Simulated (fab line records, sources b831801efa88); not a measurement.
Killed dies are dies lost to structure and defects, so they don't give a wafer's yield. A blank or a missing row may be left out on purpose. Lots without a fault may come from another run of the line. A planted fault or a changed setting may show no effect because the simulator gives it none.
fab line records | flow gf180mcu | part 2 of 2: steps 29 to 36 of 36
record lots=5 wafers=15 last_day=34
route steps=602 shown HV_LDD@201 NSD@235
lots that met no fault: from a run of the same line without faults
start_h: hours from the record's first day to the start of the lot's first wafer shown | wait_h: hours since the lot's step before | " the same as in the row above | L1.1+2: a row that stands for several wafers | - no value, or no start given | * or withheld: withheld | < > ~ a bound
route shown NAME@n: a module of which the file shows steps, and the number in the route of the first | usual: mean/standard deviation of fault-free wafers | same: alike in all rows | chamber/n: place in a boat | sites: the reading at each site | _std_site: their standard deviation | _edge_site: outer sites' mean less inner sites' | radius_mm: how far each site lies from the wafer's centre | mask NAME#n: copy n | behind: the tool/chamber that last shaped the wafer | hold: why the lot was held/for how many hours/how that ended | device: the transistor (n, p or np) that didn't switch | end of line: the same wafers' tests at the end of the route | a step without rows: its recipe alone | killed: dies lost to structure and defects at the first sort, not the wafer's yield | map: a wafer's dies, x killed, . not, _ none there
set.NAME: the setting as run; set.NAME@STEP: as run at that earlier step | model.NAME: the simulator's own value behind a step, which no gauge read
lots at some steps of the route; a table a step, a row a wafer
services: from which hour (start_h, from the record's first day; less than 0 if before it) a tool's chamber was out of use, for how many hours, and why
## steps
# step GF_HV_LDD_RS_MEAS_53
# recipe thk_meas_gauge=four-point-probe
# usual HV_LDD_RS=418.4/1.2
# columns lot.wafer tool chamber start_h wait_h HV_LDD_RS[ohm/sq]
L078.2 film_metro-02 - 304.82 0.1 419.4
L078.3 " - " " 418.2
L078.6 " - " " 419.2
L082.1 film_metro-03 - 337.36 0.1 418.2
L082.2 " - " " 418.3
L082.6 " - " " 417.2
L083.1 film_metro-02 - 341.76 0.1 419.7
L083.3 " - " " 419.2
L083.4 " - " " 419.7
L092.2 film_metro-02 - 416.80 0.1 418.4
L092.3 " - " " 418.9
L092.5 " - " " 418.8
L095.2 film_metro-03 - 438.77 0.1 417.9
L095.3 " - " " 417.5
L095.4 " - " " 417.8
# step GF_HV_LDD_CVD_54
# recipe material=SiO2 target_thk_nm=10 precursor=TEOS temp_c=680 time_s=75 pressure_mtorr=400
# usual spike_tc_upper_C=680.0/1 zone_power_upper_pct=10.3/0.75
# columns lot.wafer tool chamber start_h wait_h spike_tc_upper_C zone_power_upper_pct
L078.2 lpcvd-02 1 304.92 0.1 679.6 10.9
L078.3 " 1 " " 680.5 11.2
L078.6 " 1 " " 678.1 11.0
L082.1 lpcvd-01 1 338.56 1.2 678.8 9.1
L082.2 " 1 " " 679.3 8.9
L082.6 " 1 " " 680.0 9.2
L083.1 lpcvd-01 0 341.88 0.1 680.4 10.4
L083.3 " 0 " " 680.5 10.6
L083.4 " 0 " " 679.4 10.5
L092.2 lpcvd-02 0 416.90 0.1 679.1 10.7
L092.3 " 0 " " 678.9 10.7
L092.5 " 0 " " 679.5 10.6
L095.2 lpcvd-01 1 440.81 2.0 679.4 9.2
L095.3 " 1 " " 680.8 9.0
L095.4 " 1 " " 681.2 9.1
# step GF_HV_LDD_THK_MEAS_55
# recipe reads=SiO2_of_HV_LDD_CVD_54
# usual HV_LDD_CVD_54_THK=9.97/0.12
# columns lot.wafer tool chamber start_h wait_h HV_LDD_CVD_54_THK[nm]
L078.2 film_metro-02 - 305.95 0.0 9.84
L078.3 " - " " 9.90
L078.6 " - " " 9.90
L082.1 film_metro-03 - 339.58 0.0 9.79
L082.2 " - " " 9.96
L082.6 " - " " 9.85
L083.1 film_metro-03 - 342.91 0.0 9.79
L083.3 " - " " 9.80
L083.4 " - " " 9.75
L092.2 film_metro-03 - 417.93 0.0 9.96
L092.3 " - " " 9.83
L092.5 " - " " 9.89
L095.2 film_metro-04 - 441.84 0.0 10.14
L095.3 " - " " 10.11
L095.4 " - " " 10.10
# step GF_HV_LDD_CVD_56
# recipe material=Si3N4 precursor=DCS/NH3 target_thk_nm=90 temp_c=770 time_s=1543 pressure_mtorr=250
# usual spike_tc_upper_C=770.2/1.1 zone_power_upper_pct=12.7/1
# columns lot.wafer tool chamber start_h wait_h spike_tc_upper_C zone_power_upper_pct
L078.2 lpcvd-01 0 306.00 0.0 770.3 13.4
L078.3 " 0 " " 769.1 13.3
L078.6 " 0 " " 771.9 13.4
L082.1 lpcvd-02 0 339.64 0.1 770.5 13.5
L082.2 " 0 " " 768.6 13.4
L082.6 " 0 " " 769.2 13.2
L083.1 lpcvd-02 0 342.97 0.1 771.1 13.2
L083.3 " 0 " " 769.7 13.3
L083.4 " 0 " " 768.9 13.5
L092.2 lpcvd-02 0 417.98 0.0 769.6 13.4
L092.3 " 0 " " 769.7 13.3
L092.5 " 0 " " 770.1 13.2
L095.2 lpcvd-01 1 441.89 0.0 770.2 11.5
L095.3 " 1 " " 768.7 11.5
L095.4 " 1 " " 771.2 11.5
# step GF_HV_LDD_THK_MEAS_57
# recipe reads=Si3N4_of_HV_LDD_CVD_56
# usual HV_LDD_CVD_56_THK=89.9/0.8
# columns lot.wafer tool chamber start_h wait_h HV_LDD_CVD_56_THK[nm]
L078.2 film_metro-03 - 307.44 0.0 88.9
L078.3 " - " " 89.2
L078.6 " - " " 88.4
L082.1 film_metro-02 - 341.07 0.0 87.8
L082.2 " - " " 88.4
L082.6 " - " " 88.3
L083.1 film_metro-03 - 344.39 0.0 90.0
L083.3 " - " " 90.1
L083.4 " - " " 90.9
L092.2 film_metro-03 - 419.42 0.0 89.4
L092.3 " - " " 89.5
L092.5 " - " " 89.8
L095.2 film_metro-04 - 443.32 0.0 90.5
L095.3 " - " " 90.4
L095.4 " - " " 89.6
# step GF_HV_LDD_ETCHBACK_58
# recipe chemistry=CH3F/O2 target=Si3N4 stop_on=SiO2 source_w=400 bias_w=80 pressure_mtorr=25 ch3f_flow_sccm=40 O2_flow_sccm=30 time_s=100 target_depth_a=900
# usual bias_w=80.02/0.24 drypump_motor_current_A=5.8/0.38 oes_product_au=0.843/0.0064 throttle_valve_pct=10.561/0.0081
# columns lot.wafer tool chamber start_h wait_h bias_w drypump_motor_current_A oes_product_au rf_hours_counter_h throttle_valve_pct
L078.2 rie_diel-03 3 307.49 0.0 80.02 6.4 0.846 26 10.567
L078.3 " 0 " " 80.18 6.1 0.840 69 10.551
L078.6 " 1 " " 79.77 5.9 0.831 - 10.555
L082.1 rie_diel-03 3 341.13 0.1 79.92 6.5 0.825 27 10.568
L082.2 " 0 " " 80.00 6.2 0.835 70 10.566
L082.6 " 1 " " 79.63 5.9 0.838 - 10.568
L083.1 rie_diel-04 1 344.45 0.1 80.60 5.4 0.851 96 10.565
L083.3 " 2 " " 80.08 5.7 0.836 11 10.552
L083.4 " 0 " " 79.99 5.2 0.843 115 10.570
L092.2 rie_diel-04 3 419.47 0.0 80.15 5.6 0.836 2 10.577
L092.3 " 2 " " 80.22 5.7 0.838 13 10.564
L092.5 " 2 " " 80.36 5.7 0.841 - 10.551
L095.2 rie_diel-01 3 443.37 0.0 80.22 6.5 0.842 67 10.563
L095.3 " 0 " " 80.16 5.4 0.842 51 10.549
L095.4 " 1 " " 79.97 5.8 0.847 14 10.551
# step GF_NSD_DEHYDRATE_00
# recipe temp_c=200 time_s=60
# usual exhaust_pa=44.9/0.91 heater_power_total_W=160.39/0.12
# columns lot.wafer tool chamber start_h wait_h exhaust_pa heater_power_total_W
L078.2 litho_track-01 0 316.99 9.5 44.3 160.35
L078.3 " 0 " " 45.1 160.29
L078.6 " 0 " " 44.9 160.53
L082.1 litho_track-03 0 350.98 9.8 46.3 160.17
L082.2 " 0 " " 45.2 160.30
L082.6 " 0 " " 44.6 160.24
L083.1 litho_track-03 0 354.13 9.6 44.3 160.43
L083.3 " 0 " " 44.4 160.26
L083.4 " 0 " " 44.1 160.22
L092.2 litho_track-01 0 430.09 10.6 44.9 160.39
L092.3 " 0 " " 45.3 160.68
L092.5 " 0 " " 45.8 160.28
L095.2 litho_track-02 0 454.76 11.4 44.9 160.45
L095.3 " 0 " " 44.3 160.43
L095.4 " 0 " " 43.7 160.38
# step GF_NSD_HMDS_01
# recipe prime_time_s=60 prime_temp_c=120
# usual exhaust_pa=44.9/0.86 prime_temp_c=120.04/0.12
# columns lot.wafer tool chamber start_h wait_h exhaust_pa prime_temp_c
L078.2 litho_track-01 0 317.14 0.1 44.6 120.19
L078.3 " 0 " " 45.0 120.16
L078.6 " 0 " " 43.2 120.04
L082.1 litho_track-03 0 351.13 0.1 45.4 120.16
L082.2 " 0 " " 44.8 119.86
L082.6 " 0 " " 45.1 120.13
L083.1 litho_track-03 0 354.28 0.1 45.9 120.00
L083.3 " 0 " " 44.8 120.00
L083.4 " 0 " " 44.8 120.14
L092.2 litho_track-01 0 430.24 0.1 43.5 119.97
L092.3 " 0 " " 44.0 120.14
L092.5 " 0 " " 44.7 119.74
L095.2 litho_track-02 0 454.91 0.1 46.1 120.18
L095.3 " 0 " " 45.0 120.22
L095.4 " 0 " " 43.6 120.03
## services
# columns tool chamber start_h hours kind
lpcvd-01 - 253.56 6.0 pm
rie_diel-03 - 281.78 2.8 pm
iline_stepper-02 - 284.83 1.1 repair
iline_stepper-02 - 286.56 4.4 pm
rie_diel-04 0 290.90 9.3 repair
iline_stepper-02 - 294.11 1.7 pm
plasma_asher-02 - 295.64 3.0 repair
implanter-03 - 298.38 3.1 repair
rie_diel-04 - 308.07 14.6 pm
iline_stepper-01 - 312.39 1.2 repair
implanter-02 - 313.05 7.0 repair
rie_diel-03 3 315.72 22.0 repair
rie_diel-03 2 315.97 7.1 repair
plasma_asher-04 - 316.61 6.9 repair
implanter-03 - 318.71 4.4 pm
lpcvd-02 - 336.39 2.8 pm
iline_stepper-01 - 360.42 1.7 pm
implanter-04 - 361.89 3.6 repair
implanter-02 - 367.20 2.6 repair
iline_stepper-02 - 370.31 3.6 repair
implanter-03 - 390.98 2.5 repair
plasma_asher-01 - 421.25 9.0 pm
implanter-04 - 425.36 3.7 repair
lpcvd-02 - 428.22 14.5 repair
